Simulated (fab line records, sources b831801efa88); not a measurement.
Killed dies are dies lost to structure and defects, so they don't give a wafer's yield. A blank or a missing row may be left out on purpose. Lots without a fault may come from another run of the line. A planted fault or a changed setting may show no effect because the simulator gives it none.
fab line records | flow gf180mcu | part 1 of 2: steps 1 to 34 of 43
record lots=5 wafers=15 last_day=34
route steps=602 shown M2@362 V2@382
lots that met no fault: from a run of the same line without faults
start_h: hours from the record's first day to the start of the lot's first wafer shown | wait_h: hours since the lot's step before | " the same as in the row above | L1.1+2: a row that stands for several wafers | - no value, or no start given | * or withheld: withheld | < > ~ a bound
route shown NAME@n: a module of which the file shows steps, and the number in the route of the first | usual: mean/standard deviation of fault-free wafers | same: alike in all rows | chamber/n: place in a boat | sites: the reading at each site | _std_site: their standard deviation | _edge_site: outer sites' mean less inner sites' | radius_mm: how far each site lies from the wafer's centre | mask NAME#n: copy n | behind: the tool/chamber that last shaped the wafer | hold: why the lot was held/for how many hours/how that ended | device: the transistor (n, p or np) that didn't switch | end of line: the same wafers' tests at the end of the route | a step without rows: its recipe alone | killed: dies lost to structure and defects at the first sort, not the wafer's yield | map: a wafer's dies, x killed, . not, _ none there
set.NAME: the setting as run; set.NAME@STEP: as run at that earlier step | model.NAME: the simulator's own value behind a step, which no gauge read
lots at some steps of the route; a table a step, a row a wafer
services: from which hour (start_h, from the record's first day; less than 0 if before it) a tool's chamber was out of use, for how many hours, and why
## steps
# step GF_M2_SPUTTER_00
# recipe material=Ti target_thk_nm=37.5 arriving_ion_energy_ev=80 substrate_temp_c=200 chamber_pressure_pa=2 power_w=4000 time_s=150
# usual throttle_valve_pct=30.4/0.78
# columns lot.wafer tool chamber start_h wait_h throttle_valve_pct
L087.3 pvd_sputter-01 - 528.03 0.1 30.7
L087.4 " - " " 30.7
L087.5 " - " " 31.5
L091.2 pvd_sputter-03 - 563.02 0.1 30.9
L091.3 " - " " 29.8
L091.5 " - " " 30.8
L093.1 pvd_sputter-02 - 572.93 0.1 29.1
L093.3 " - " " 31.0
L093.4 " - " " 31.0
L094.1 pvd_sputter-01 - 581.95 0.2 30.4
L094.4 " - " " 31.5
L094.5 " - " " 31.8
L096.1 pvd_sputter-02 - 596.80 0.2 29.9
L096.2 " - " " 29.2
L096.6 " - " " 29.3
# step GF_M2_SPUTTER_01
# recipe material=TiN target_thk_nm=30 power_w=6500 time_s=25 chamber_pressure_pa=0.4
# usual throttle_valve_pct=30.3/0.79
# columns lot.wafer tool chamber start_h wait_h throttle_valve_pct
L087.3 pvd_sputter-01 - 528.13 0.1 30.9
L087.4 " - " " 30.7
L087.5 " - " " 31.4
L091.2 pvd_sputter-03 - 563.12 0.1 31.0
L091.3 " - " " 30.0
L091.5 " - " " 30.5
L093.1 pvd_sputter-02 - 573.03 0.1 29.2
L093.3 " - " " 31.3
L093.4 " - " " 31.0
L094.1 pvd_sputter-01 - 582.05 0.1 30.1
L094.4 " - " " 31.7
L094.5 " - " " 31.3
L096.1 pvd_sputter-02 - 596.90 0.1 29.9
L096.2 " - " " 29.2
L096.6 " - " " 29.2
# step GF_M2_SPUTTER_02
# recipe material=AlCu target_thk_nm=450 power_w=10600 time_s=23.9 chamber_pressure_pa=0.4
# usual throttle_valve_pct=30.4/0.79
# columns lot.wafer tool chamber start_h wait_h throttle_valve_pct
L087.3 pvd_sputter-01 - 528.16 0.0 30.6
L087.4 " - " " 30.9
L087.5 " - " " 31.4
L091.2 pvd_sputter-03 - 563.15 0.0 30.8
L091.3 " - " " 29.7
L091.5 " - " " 31.1
L093.1 pvd_sputter-02 - 573.06 0.0 29.1
L093.3 " - " " 31.4
L093.4 " - " " 30.9
L094.1 pvd_sputter-01 - 582.08 0.0 30.2
L094.4 " - " " 31.7
L094.5 " - " " 31.6
L096.1 pvd_sputter-02 - 596.93 0.0 30.2
L096.2 " - " " 29.2
L096.6 " - " " 29.0
# step GF_M2_SPUTTER_03
# recipe material=Ti target_thk_nm=10 substrate_temp_c=300 chamber_pressure_pa=0.3 power_w=3000 time_s=6.7
# usual throttle_valve_pct=30.3/0.79
# columns lot.wafer tool chamber start_h wait_h throttle_valve_pct
L087.3 pvd_sputter-01 - 528.19 0.0 30.7
L087.4 " - " " 30.8
L087.5 " - " " 31.3
L091.2 pvd_sputter-03 - 563.18 0.0 31.0
L091.3 " - " " 29.9
L091.5 " - " " 30.8
L093.1 pvd_sputter-02 - 573.09 0.0 29.1
L093.3 " - " " 31.2
L093.4 " - " " 31.4
L094.1 pvd_sputter-01 - 582.11 0.0 30.2
L094.4 " - " " 31.4
L094.5 " - " " 31.9
L096.1 pvd_sputter-02 - 596.96 0.0 30.2
L096.2 " - " " 29.1
L096.6 " - " " 29.2
# step GF_M2_SPUTTER_04
# recipe material=TiN target_thk_nm=50 power_w=6500 time_s=41.7 chamber_pressure_pa=0.4
# usual throttle_valve_pct=30.4/0.78
# columns lot.wafer tool chamber start_h wait_h throttle_valve_pct
L087.3 pvd_sputter-01 - 528.21 0.0 30.8
L087.4 " - " " 31.0
L087.5 " - " " 31.4
L091.2 pvd_sputter-03 - 563.20 0.0 31.1
L091.3 " - " " 29.7
L091.5 " - " " 30.9
L093.1 pvd_sputter-02 - 573.11 0.0 29.2
L093.3 " - " " 31.1
L093.4 " - " " 31.3
L094.1 pvd_sputter-01 - 582.13 0.0 30.4
L094.4 " - " " 31.7
L094.5 " - " " 31.5
L096.1 pvd_sputter-02 - 596.98 0.0 30.3
L096.2 " - " " 28.9
L096.6 " - " " 29.3
# step GF_M2_RS_MEAS_05
# recipe thk_meas_gauge=four-point-probe reads=TiN_of_M2_SPUTTER_04+Ti_of_M2_SPUTTER_03+AlCu_of_M2_SPUTTER_02+TiN_of_M2_SPUTTER_01+Ti_of_M2_SPUTTER_00
# usual M2_ALCU_RS=0.0697/0.0011
# columns lot.wafer tool chamber start_h wait_h M2_ALCU_RS[ohm/sq]
L087.3 film_metro-04 - 528.29 0.1 0.0714
L087.4 " - " " 0.0714
L087.5 " - " " 0.0709
L091.2 film_metro-02 - 563.26 0.0 0.0691
L091.3 " - " " 0.0683
L091.5 " - " " 0.0694
L093.1 film_metro-03 - 573.15 0.0 0.0703
L093.3 " - " " 0.0686
L093.4 " - " " 0.0691
L094.1 film_metro-04 - 582.17 0.0 0.0698
L094.4 " - " " 0.0704
L094.5 " - " " 0.0706
L096.1 film_metro-02 - 597.02 0.0 0.0697
L096.2 " - " " 0.0697
L096.6 " - " " 0.0690
# step GF_M2_THK_MEAS_06
# recipe thk_meas_gauge=xrf reads=AlCu_of_M2_SPUTTER_02
# usual M2_ALCU_THK=457/7.7
# columns lot.wafer tool chamber start_h wait_h M2_ALCU_THK[nm]
L087.3 film_metro-04 - 528.39 0.1 445
L087.4 " - " " 443
L087.5 " - " " 445
L091.2 film_metro-02 - 563.37 0.1 462
L091.3 " - " " 464
L091.5 " - " " 459
L093.1 film_metro-03 - 573.27 0.1 456
L093.3 " - " " 463
L093.4 " - " " 461
L094.1 film_metro-04 - 582.29 0.1 455
L094.4 " - " " 455
L094.5 " - " " 451
L096.1 film_metro-02 - 597.14 0.1 456
L096.2 " - " " 454
L096.6 " - " " 462
# step GF_M2_DEHYDRATE_07
# recipe temp_c=200 time_s=60
# columns lot.wafer tool chamber start_h wait_h
L087.3+4+5 litho_track-04 0 539.71 11.3
L091.2+3+5 litho_track-02 0 573.45 10.1
L093.1+3+4 litho_track-02 0 583.83 10.5
L094.1+4+5 litho_track-01 0 592.19 9.9
L096.1+2+6 litho_track-01 0 607.69 10.5
# step GF_M2_HMDS_08
# recipe prime_time_s=60 prime_temp_c=120
# columns lot.wafer tool chamber start_h wait_h
L087.3+4+5 litho_track-04 0 539.86 0.1
L091.2+3+5 litho_track-02 0 573.60 0.1
L093.1+3+4 litho_track-02 0 583.98 0.1
L094.1+4+5 litho_track-01 0 592.34 0.1
L096.1+2+6 litho_track-01 0 607.84 0.1
# step GF_M2_COAT_09
# recipe resist=KrF spin_rpm=withheld resist_thk_nm=1006
# columns lot.wafer tool chamber start_h wait_h
L087.3+4+5 litho_track-04 0 540.01 0.1
L091.2+3+5 litho_track-02 0 573.75 0.1
L093.1+3+4 litho_track-02 0 584.13 0.1
L094.1+4+5 litho_track-01 0 592.49 0.1
L096.1+2+6 litho_track-01 0 607.99 0.1
# step GF_M2_SOFTBAKE_10
# recipe temp_c=130 time_s=60 resist=KrF
# columns lot.wafer tool chamber start_h wait_h
L087.3+4+5 litho_track-04 0 540.16 0.1
L091.2+3+5 litho_track-02 0 573.90 0.1
L093.1+3+4 litho_track-02 0 584.28 0.1
L094.1+4+5 litho_track-01 0 592.64 0.1
L096.1+2+6 litho_track-01 0 608.14 0.1
# step GF_M2_EXPOSE_11
# recipe mask_id=Metal2 target_cd_nm=280 na=0.68 source_shape=conventional sigma_outer=0.6 dose_mj=28
# columns lot.wafer tool chamber start_h wait_h mask
L087.3+4+5 krf_scanner-01 0 - - Metal2#0
L091.2+3+5 krf_scanner-02 0 - - Metal2#0
L093.1+3+4 krf_scanner-01 0 - - Metal2#0
L094.1+4+5 krf_scanner-02 0 - - Metal2#0
L096.1+2+6 krf_scanner-02 0 - - Metal2#0
# step GF_M2_PEB_12
# recipe peb_temp_c=135 peb_time_s=90 resist=KrF
# columns lot.wafer tool chamber start_h wait_h
L087.3+4+5 litho_track-01 0 - -
L091.2+3+5 litho_track-02 0 - -
L093.1+3+4 litho_track-04 0 - -
L094.1+4+5 litho_track-02 0 - -
L096.1+2+6 litho_track-04 0 - -
# step GF_M2_DEVELOP_13
# recipe develop_time_s=60 dev_temp_c=21
# columns lot.wafer tool chamber start_h wait_h
L087.3+4+5 litho_track-01 0 551.09 0.1
L091.2+3+5 litho_track-02 0 585.00 0.2
L093.1+3+4 litho_track-04 0 594.46 0.2
L094.1+4+5 litho_track-02 0 602.93 0.2
L096.1+2+6 litho_track-04 0 617.56 0.2
# step GF_M2_CD_MEAS_14
# recipe target_cd_nm=280
# usual cd_nm=280.4/0.94
# columns lot.wafer tool chamber start_h wait_h cd_nm
L087.3 cd_sem-02 - 551.23 0.1 280.1
L087.4 " - " " 279.6
L087.5 " - " " 278.4
L091.2 cd_sem-02 - 585.15 0.1 280.2
L091.3 " - " " 278.7
L091.5 " - " " 278.3
L093.1 cd_sem-02 - 594.61 0.1 278.5
L093.3 " - " " 280.2
L093.4 " - " " 279.8
L094.1 cd_sem-02 - 603.08 0.1 279.5
L094.4 " - " " 279.6
L094.5 " - " " 278.9
L096.1 cd_sem-01 - 617.71 0.1 281.5
L096.2 " - " " 281.4
L096.6 " - " " 281.7
# step GF_M2_OVL_MEAS_15
# usual M2_OVL=6/4.7
# columns lot.wafer tool chamber start_h wait_h M2_OVL[nm]
L087.3 overlay-02 - 551.32 0.1 7
L087.4 " - " " 7
L087.5 " - " " 11
L091.2 overlay-01 - 585.25 0.1 4
L091.3 " - " " 0
L091.5 " - " " 6
L093.1 overlay-01 - 594.73 0.1 10
L093.3 " - " " 3
L093.4 " - " " 9
L094.1 overlay-01 - 603.21 0.1 -3
L094.4 " - " " 7
L094.5 " - " " 5
L096.1 overlay-02 - 617.83 0.1 4
L096.2 " - " " 5
L096.6 " - " " 5
# step GF_M2_METAL_ETCH_16
# recipe chemistry=Cl2/BCl3 mask_material=KrF target_depth_nm=627.5 stop_on=SiO2 pressure_mtorr=8 icp_w=800 bias_w=140 Cl2_flow_sccm=80 bcl3_flow_sccm=40 time_s=104.6
# usual drypump_motor_current_A=5.6/0.65 oes_product_au=0.970/0.0078 throttle_valve_pct=28.253/0.011
# columns lot.wafer tool chamber start_h wait_h drypump_motor_current_A oes_product_au rf_hours_counter_h throttle_valve_pct
L087.3 rie_metal-01 1 551.38 0.1 5.2 0.963 - 28.268
L087.4 " 0 " " 6.5 0.963 - 28.268
L087.5 " 1 " " 5.2 0.954 - 28.264
L091.2 rie_metal-03 1 585.28 0.0 5.4 0.975 0 28.257
L091.3 " 0 " " 5.7 0.978 - 28.266
L091.5 " 1 " " 5.4 0.977 - 28.258
L093.1 rie_metal-04 1 594.76 0.0 4.9 0.970 7 28.244
L093.3 " 1 " " 4.9 0.982 - 28.240
L093.4 " 0 " " 4.9 0.971 - 28.234
L094.1 rie_metal-01 1 603.25 0.0 5.2 0.965 3 28.252
L094.4 " 1 " " 5.3 0.963 - 28.253
L094.5 " 1 " " 5.2 0.966 - 28.250
L096.1 rie_metal-04 0 617.86 0.0 4.9 0.965 5 28.252
L096.2 " 1 " " 4.9 0.976 7 28.252
L096.6 " 1 " " 4.9 0.976 - 28.253
# step GF_M2_STRIP_17
# recipe chemistry=O2/N2 power_w=1400 pressure_mtorr=1500 platen_temp_c=250 o2_flow_sccm=3000 n2_flow_sccm=300 overash_fraction=0.5
# usual drypump_motor_current_A=5.5/0.37 heater_power_w=316/34 oes_product_au=0.561/0.0044 strip_time_to_endpoint_s=7.96/0.042
# columns lot.wafer tool chamber start_h wait_h drypump_motor_current_A heater_power_w oes_product_au rf_hours_counter_h strip_time_to_endpoint_s
L087.3 plasma_asher-02 0 551.49 0.1 5.6 345 0.570 - 8.01
L087.4 " 1 " " 4.9 298 0.557 - 7.98
L087.5 " 0 " " 5.6 348 0.569 - 7.95
L091.2 plasma_asher-02 1 585.39 0.1 5.0 294 0.564 76 7.94
L091.3 " 0 " " 5.6 358 0.562 - 8.01
L091.5 " 0 " " 5.6 345 0.567 - 7.94
L093.1 plasma_asher-02 1 594.87 0.1 5.0 298 0.566 77 7.93
L093.3 " 1 " " 5.0 302 0.556 - 7.92
L093.4 " 0 " " 5.6 347 0.567 - 7.99
L094.1 plasma_asher-04 0 603.36 0.1 5.5 287 0.557 52 7.99
L094.4 " 0 " " 5.5 280 0.561 - 7.99
L094.5 " 1 " " 5.3 301 0.568 - 7.98
L096.1 plasma_asher-02 1 617.97 0.1 5.0 298 0.556 80 7.97
L096.2 " 0 " " 5.6 348 0.558 80 7.94
L096.6 " 0 " " 5.6 344 0.555 - 7.96
# step GF_M2_STRIP_18
# recipe chemistry=post_etch_residue_remover time_s=1200 temp_c=72.5
# columns lot.wafer tool chamber start_h wait_h
L087.3+4+5 wet_bench-03 3 551.56 0.0
L091.2+3+5 wet_bench-03 2 585.49 0.1
L093.1+3+4 wet_bench-03 0 594.97 0.1
L094.1+4+5 wet_bench-03 3 603.46 0.1
L096.1+2+6 wet_bench-04 0 618.07 0.1
# step GF_M2_CLEAN_19
# recipe chemistry=DIW dry=n2_spin
# columns lot.wafer tool chamber start_h wait_h
L087.3+4+5 wet_bench-02 3 551.90 0.0
L091.2+3+5 wet_bench-04 0 585.84 0.0
L093.1+3+4 wet_bench-02 3 595.32 0.0
L094.1+4+5 wet_bench-02 0 603.80 0.0
L096.1+2+6 wet_bench-02 3 618.42 0.0
# step GF_V2_CVD_00
# recipe material=SiO2 target_thk_nm=600 sigma_open_frac=0.3 temp_c=400 time_s=100 sih4_flow_sccm=60 pressure_mtorr=6
# columns lot.wafer tool chamber start_h wait_h
L087.3+4+5 hdpcvd-02 1,1,0 551.99 0.0
L091.2+3+5 hdpcvd-02 2,1,2 585.93 0.0
L093.1+3+4 hdpcvd-02 0,1,0 595.41 0.0
L094.1+4+5 hdpcvd-02 0,1,0 603.89 0.0
L096.1+2+6 hdpcvd-01 0,1,0 618.52 0.0
# step GF_V2_THK_MEAS_01
# recipe reads=SiO2_of_V2_CVD_00
# usual V2_CVD_00_THK=600/6.9
# columns lot.wafer tool chamber start_h wait_h V2_CVD_00_THK[nm]
L087.3 film_metro-04 - 552.08 0.1 604
L087.4 " - " " 600
L087.5 " - " " 595
L091.2 film_metro-04 - 586.01 0.0 599
L091.3 " - " " 600
L091.5 " - " " 594
L093.1 film_metro-01 - 595.48 0.0 608
L093.3 " - " " 597
L093.4 " - " " 605
L094.1 film_metro-01 - 603.97 0.0 608
L094.4 " - " " 602
L094.5 " - " " 613
L096.1 film_metro-04 - 618.59 0.0 591
L096.2 " - " " 601
L096.6 " - " " 597
# step GF_V2_CVD_02
# recipe material=SiO2 target_thk_nm=850 precursor=TEOS temp_c=400 time_s=94.851 rf_w=600
# usual heater_power_w=587/78
# columns lot.wafer tool chamber start_h wait_h heater_power_w since_wet_clean_h
L087.3 pecvd-04 2 552.12 0.0 582 378
L087.4 " 1 " " 669 -
L087.5 " 0 " " 530 -
L091.2 pecvd-01 0 586.06 0.0 579 203
L091.3 " 2 " " 534 203
L091.5 " 1 " " 665 -
L093.1 pecvd-04 1 595.54 0.1 639 421
L093.3 " 0 " " 507 421
L093.4 " 0 " " 538 -
L094.1 pecvd-04 1 604.03 0.1 646 429
L094.4 " 0 " " 513 -
L094.5 " 2 " " 601 -
L096.1 pecvd-04 2 618.65 0.1 544 444
L096.2 " 0 " " 534 444
L096.6 " 2 " " 587 -
# step GF_V2_THK_MEAS_03
# recipe reads=SiO2_of_V2_CVD_02
# usual V2_CVD_02_THK=847/12
# columns lot.wafer tool chamber start_h wait_h V2_CVD_02_THK[nm]
L087.3 film_metro-02 - 552.21 0.1 845
L087.4 " - " " 848
L087.5 " - " " 868
L091.2 film_metro-01 - 586.14 0.0 843
L091.3 " - " " 846
L091.5 " - " " 846
L093.1 film_metro-01 - 595.61 0.0 830
L093.3 " - " " 841
L093.4 " - " " 863
L094.1 film_metro-01 - 604.10 0.0 832
L094.4 " - " " 851
L094.5 " - " " 843
L096.1 film_metro-04 - 618.72 0.0 843
L096.2 " - " " 846
L096.6 " - " " 857
# step GF_V2_CMP_04
# recipe material=SiO2 down_force_psi=4 platen_rpm=60 pad_velocity_m_s=0.94248
# usual motor_current_A=12.4/1.2 retaining_ring_pressure_frac=1.001/0.0046 time_to_endpoint_s=79/8.1
# columns lot.wafer tool chamber start_h wait_h motor_current_A retaining_ring_pressure_frac time_to_endpoint_s
L087.4 cmp-02 3 552.25 0.0 12.1 0.996 85
L087.3 " 1 " " 13.3 1.000 88
L087.5 " 3 " " 11.4 1.002 91
L091.2 cmp-02 0 586.19 0.0 13.3 1.009 83
L091.3 " 1 " " 13.7 0.998 89
L091.5 " 0 " " 13.5 0.996 82
L093.4 cmp-01 0 595.67 0.0 11.0 0.998 83
L093.1 " 1 " " 11.5 0.999 71
L093.3 " 2 " " 13.6 1.004 71
L094.1 cmp-02 3 604.16 0.1 11.1 0.999 74
L094.4 " 1 " " 14.0 1.000 87
L094.5 " 0 " " 13.0 1.001 80
L096.2 cmp-02 1 618.78 0.0 13.3 1.004 83
L096.1 " 2 " " 9.9 1.004 68
L096.6 " 1 " " 14.7 0.997 84
# step GF_V2_BOW_MEAS_05
# recipe mode=bow
# usual V2_BOW=99/7
# columns lot.wafer tool chamber start_h wait_h V2_BOW[um]
L087.3 film_metro-01 - 552.59 0.2 92
L087.4 " - " " 103
L087.5 " - " " 99
L091.2 film_metro-02 - 586.51 0.3 100
L091.3 " - " " 100
L091.5 " - " " 92
L093.1 film_metro-02 - 595.97 0.2 95
L093.3 " - " " 96
L093.4 " - " " 100
L094.1 film_metro-01 - 604.46 0.2 106
L094.4 " - " " 93
L094.5 " - " " 101
L096.1 film_metro-04 - 619.08 0.2 99
L096.2 " - " " 86
L096.6 " - " " 87
# step GF_V2_DEHYDRATE_06
# recipe temp_c=200 time_s=60
# columns lot.wafer tool chamber start_h wait_h
L087.3+4+5 litho_track-03 0 563.76 11.1
L091.2+3+5 litho_track-02 0 595.95 9.4
L093.1+3+4 litho_track-04 0 606.36 10.4
L094.1+4+5 litho_track-02 0 614.18 9.7
L096.1+2+6 litho_track-04 0 628.86 9.8
# step GF_V2_HMDS_07
# recipe prime_time_s=60 prime_temp_c=120
# columns lot.wafer tool chamber start_h wait_h
L087.3+4+5 litho_track-03 0 563.91 0.1
L091.2+3+5 litho_track-02 0 596.10 0.1
L093.1+3+4 litho_track-04 0 606.51 0.1
L094.1+4+5 litho_track-02 0 614.33 0.1
L096.1+2+6 litho_track-04 0 629.01 0.1
# step GF_V2_COAT_08
# recipe resist=BARC temp_c=withheld time_s=withheld spin_rpm=withheld resist_thk_nm=withheld
# columns lot.wafer tool chamber start_h wait_h
L087.3+4+5 litho_track-03 0 564.06 0.1
L091.2+3+5 litho_track-02 0 596.25 0.1
L093.1+3+4 litho_track-04 0 606.66 0.1
L094.1+4+5 litho_track-02 0 614.48 0.1
L096.1+2+6 litho_track-04 0 629.16 0.1
# step GF_V2_COAT_09
# recipe resist=KrF spin_rpm=withheld resist_thk_nm=1000
# columns lot.wafer tool chamber start_h wait_h
L087.3+4+5 litho_track-03 0 - -
L091.2+3+5 litho_track-02 0 - -
L093.1+3+4 litho_track-04 0 - -
L094.1+4+5 litho_track-02 0 - -
L096.1+2+6 litho_track-04 0 - -
# step GF_V2_SOFTBAKE_10
# recipe temp_c=130 time_s=60 resist=KrF
# columns lot.wafer tool chamber start_h wait_h
L087.3+4+5 litho_track-03 0 - -
L091.2+3+5 litho_track-02 0 - -
L093.1+3+4 litho_track-04 0 - -
L094.1+4+5 litho_track-02 0 - -
L096.1+2+6 litho_track-04 0 - -
# step GF_V2_EXPOSE_11
# recipe mask_id=Via2 target_cd_nm=260 na=0.68 source_shape=conventional sigma_outer=0.6 dose_mj=38
# columns lot.wafer tool chamber start_h wait_h mask
L087.3+4+5 krf_scanner-01 0 - - Via2#0
L091.2+3+5 krf_scanner-02 0 - - Via2#0
L093.1+3+4 krf_scanner-02 0 - - Via2#0
L094.1+4+5 krf_scanner-01 0 - - Via2#0
L096.1+2+6 krf_scanner-01 0 - - Via2#0
# step GF_V2_PEB_12
# recipe peb_temp_c=135 peb_time_s=90 resist=KrF
# columns lot.wafer tool chamber start_h wait_h
L087.3+4+5 litho_track-04 0 - -
L091.2+3+5 litho_track-02 0 - -
L093.1+3+4 litho_track-03 0 - -
L094.1+4+5 litho_track-03 0 - -
L096.1+2+6 litho_track-02 0 - -
# step GF_V2_DEVELOP_13
# recipe develop_time_s=60 resist=KrF dev_temp_c=21
# columns lot.wafer tool chamber start_h wait_h
L087.3+4+5 litho_track-04 0 574.46 0.1
L091.2+3+5 litho_track-02 0 607.60 0.2
L093.1+3+4 litho_track-03 0 617.01 0.2
L094.1+4+5 litho_track-03 0 624.91 0.2
L096.1+2+6 litho_track-02 0 638.98 0.2
